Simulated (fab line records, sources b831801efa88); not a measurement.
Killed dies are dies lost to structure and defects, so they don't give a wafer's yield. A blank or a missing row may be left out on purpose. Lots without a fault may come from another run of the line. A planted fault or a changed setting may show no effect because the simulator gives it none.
One fault seen from 2 desks | flow gf180mcu | each desk has only its own numbers; what lay behind them comes last

THE METROLOGY DESK
What the gauges read, lot by lot, whatever tool the lot ran on: means of the sampled wafers that have a number. A lot is out of limits, marked OUT, if its mean lies more than 4 standard deviations from the usual mean; the brackets give that distance.
Columns: A = PASSIVATION_CVD_00_THK at GF_PASSIVATION_THK_MEAS_01, usual 1002 nm; B = PASSIVATION_CVD_02_THK at GF_PASSIVATION_THK_MEAS_03, usual 698 nm
lot  | first seen here | A    | B
L508 | day 29 09:16    | 1007 | 699
L511 | day 30 13:31    | 1003 | 697
L515 | day 31 13:10    | 1009 | 694
L516 | day 31 19:40    | 1000 | 688
L524 | day 33 18:44    | 999  | 691
This desk's finding: nothing out of limits on any of the 5 lots.

THE TOOL OWNER'S DESK: rie_diel-03
The tool's own readings at GF_PASSIVATION_ETCH_11 (etches the open film in CF4/O2, stops on TiN, target depth 1800 nm, time 400 s): means of the sampled wafers that have a number, for each lot that ran on this tool. A lot is out of limits, marked OUT, if its mean lies more than 4 standard deviations from the usual mean; the brackets give that distance.
Columns: A = drypump_motor_current_A at GF_PASSIVATION_ETCH_11, usual 5.9 A; B = oes_product_au at GF_PASSIVATION_ETCH_11, usual 0.963 a.u.; C = throttle_valve_pct at GF_PASSIVATION_ETCH_11, usual 5.960 %
lot  | first seen here | A   | B                | C
L508 | day 30 04:19    | 5.9 | 0.961            | 5.956
L515 | day 32 06:04    | 6.0 | 0.916 (-6.3) OUT | 5.951
This desk's finding: out of limits on L515; first on L515, day 32 06:04 (oes_product_au at GF_PASSIVATION_ETCH_11). In limits: L508.

PUT TOGETHER
The tool owner's desk could have raised an alarm at day 32 06:04, on L515.
The metrology desk saw nothing out of limits.
The metrology desk has L515 on record, within its limits.
Of the lots named, all ran GF_PASSIVATION_ETCH_11 on rie_diel-03.

WHAT THE SIMULATOR HAD PUT IN
Process parameter drift: rie_diel-03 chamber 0, from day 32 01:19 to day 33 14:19, at GF_PASSIVATION_ETCH_11. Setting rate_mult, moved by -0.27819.
Lots struck among those shown: L515.
Hours from the fault's start to each desk's first reading out of limits: the tool owner's desk, 5.
